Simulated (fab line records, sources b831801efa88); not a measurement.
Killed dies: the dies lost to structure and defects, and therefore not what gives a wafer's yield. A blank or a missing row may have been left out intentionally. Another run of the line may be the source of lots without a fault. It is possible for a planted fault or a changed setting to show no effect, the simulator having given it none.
Chamber matching | flow gf180mcu | 4 sister chambers for GF_V4_CMP_26 on cmp-02
The step polishes, stops on SiO2, t overpolish 15 s, target thk 0 nm. 14 wafers are shown with their chamber, then 7 later ones without.

WAFERS, EACH WITH ITS CHAMBER
wafer  | chamber | motor current A (A) | time to endpoint s (s) | overpolish run s (s)
L253.1 | 0       | 10.6                | 82                     | 14.998
L253.2 | 1       | 10.0                | 89                     | 14.994
L253.4 | 2       | 10.5                | 81                     | 15.017
L256.3 | 3       | 10.5                | 86                     | 15.010
L256.4 | 1       | 9.4                 | 88                     | 14.993
L256.5 | 1       | 9.9                 | 91                     | 15.011
L258.4 | 3       | 11.0                | 85                     | 15.009
L258.5 | 1       | 9.2                 | 88                     | 14.993
L258.6 | 0       | 10.7                | 83                     | 14.994
L260.4 | 1       | 9.8                 | 86                     | 15.011
L260.5 | 1       | 9.6                 | 87                     | 15.012
L260.6 | 2       | 11.2                | 83                     | 15.010
L262.2 | 1       | 9.9                 | 82                     | 15.006
L262.3 | 3       | 10.8                | 84                     | 14.995

SIGNATURES (averages over the wafers above)
reading            | chamber 0 | chamber 1 | chamber 2 | chamber 3 | scatter within a chamber
motor current A    | 10.650    | 9.686     | 10.850    | 10.767    | 0.301
time to endpoint s | 82.50     | 87.29     | 82.00     | 85.00     | 2.28
overpolish run s   | 14.99600  | 15.00286  | 15.01350  | 15.00467  | 0.0082
Rule: for a wafer and a chamber, the distance is found by dividing, reading by reading, the gap between the wafer's reading and the chamber's mean by the reading's scatter, squaring, summing and taking the root. If the next closest chamber is less than 2 further off than the closest, the wafer can't be placed; otherwise it belongs to the closest. How the scatter is found: for the shown wafers, subtract from each reading the mean of its chamber, square and add these, divide the total by (wafers less chambers), then take the root.

WAFERS WHOSE CHAMBER IS MISSING
wafer  | motor current A (A) | time to endpoint s (s) | overpolish run s (s)
L262.4 | 10.6                | 82                     | 14.988
L265.1 | 11.3                | 79                     | 14.999
L265.3 | 10.3                | 85                     | 15.006
L265.4 | 10.3                | 84                     | 15.005
L274.1 | 10.1                | 85                     | 14.997
L274.3 | 10.6                | 80                     | 15.000
L274.4 | 11.1                | 83                     | 15.010

EACH ONE'S CHAMBER
wafer  | from the rows above               | in truth
L262.4 | can't be placed: 0 or 3           | 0
L265.1 | can't be placed: 2 or 0 or 3      | 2
L265.3 | can't be placed: 3 or 0 or 1 or 2 | 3
L265.4 | can't be placed: 3 or 0 or 2 or 1 | 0
L274.1 | can't be placed: 1 or 0 or 3 or 2 | 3
L274.3 | can't be placed: 0 or 2 or 3      | 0
L274.4 | can't be placed: 2 or 3 or 0      | 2
Correct placement for 0 of the 7. From these rows, 7 cannot be placed; in 7 the true chamber is one of the candidates. Wrongly placed: 0.
